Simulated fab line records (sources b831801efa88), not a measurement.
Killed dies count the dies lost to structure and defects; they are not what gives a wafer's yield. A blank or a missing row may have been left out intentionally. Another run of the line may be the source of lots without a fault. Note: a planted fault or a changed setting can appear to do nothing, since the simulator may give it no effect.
Chamber matching || flow gf180mcu || GF_V1_CMP_04 on cmp-02 has 4 sister chambers
The step polishes SiO2. 8 wafers are shown with their chamber, then 7 later ones without.

## WAFERS, EACH WITH ITS CHAMBER
{"wafer": "L424.6", "chamber": 1, "motor_current_A (A)": 10.9, "time_to_endpoint_s (s)": 91}
{"wafer": "L435.4", "chamber": 0, "motor_current_A (A)": 12.7, "time_to_endpoint_s (s)": 85}
{"wafer": "L435.5", "chamber": 3, "motor_current_A (A)": 11.9, "time_to_endpoint_s (s)": 79}
{"wafer": "L437.1", "chamber": 2, "motor_current_A (A)": 11.3, "time_to_endpoint_s (s)": 71}
{"wafer": "L437.2", "chamber": 1, "motor_current_A (A)": 11.1, "time_to_endpoint_s (s)": 79}
{"wafer": "L437.3", "chamber": 0, "motor_current_A (A)": 12.0, "time_to_endpoint_s (s)": 75}
{"wafer": "L439.2", "chamber": 2, "motor_current_A (A)": 12.0, "time_to_endpoint_s (s)": 75}
{"wafer": "L439.3", "chamber": 3, "motor_current_A (A)": 12.0, "time_to_endpoint_s (s)": 74}

## WAFERS MISSING THEIR CHAMBER
{"wafer": "L439.5", "motor_current_A (A)": 12.8, "time_to_endpoint_s (s)": 81}
{"wafer": "L440.1", "motor_current_A (A)": 12.5, "time_to_endpoint_s (s)": 77}
{"wafer": "L440.2", "motor_current_A (A)": 11.5, "time_to_endpoint_s (s)": 78}
{"wafer": "L440.4", "motor_current_A (A)": 11.8, "time_to_endpoint_s (s)": 74}
{"wafer": "L441.1", "motor_current_A (A)": 10.8, "time_to_endpoint_s (s)": 75}
{"wafer": "L441.2", "motor_current_A (A)": 11.6, "time_to_endpoint_s (s)": 82}
{"wafer": "L441.4", "motor_current_A (A)": 11.7, "time_to_endpoint_s (s)": 83}

## THE CHAMBER EACH PASSED THROUGH
{"wafer": "L439.5", "from the rows above": "can't be placed: 0 or 3", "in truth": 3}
{"wafer": "L440.1", "from the rows above": "can't be placed: 0 or 3 or 2", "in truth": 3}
{"wafer": "L440.2", "from the rows above": "can't be placed: 2 or 3 or 1 or 0", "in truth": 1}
{"wafer": "L440.4", "from the rows above": "can't be placed: 2 or 3 or 0", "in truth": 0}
{"wafer": "L441.1", "from the rows above": "can't be placed: 1 or 2 or 3", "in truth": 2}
{"wafer": "L441.2", "from the rows above": "can't be placed: 3 or 2 or 1 or 0", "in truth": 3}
{"wafer": "L441.4", "from the rows above": "can't be placed: 3 or 2 or 0 or 1", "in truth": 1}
Correct placement for 0 of the 7. Can't be placed from these rows: 7 (the true chamber is among the candidates in 7). 0 placed wrongly.
How it was worked out, from the rows above alone: a wafer's distance from a chamber is the root of the sum, over the readings, of the square of ((its reading less the chamber's mean) divided by the reading's scatter). The wafer belongs to the nearest chamber; if the next one is less than 2 further off, it can't be placed. The mean given for a chamber averages the wafers shown for that chamber. The scatter is the square root of a quotient: the sum, over the shown wafers, of each reading's squared deviation from its chamber's mean, divided by wafers minus chambers.
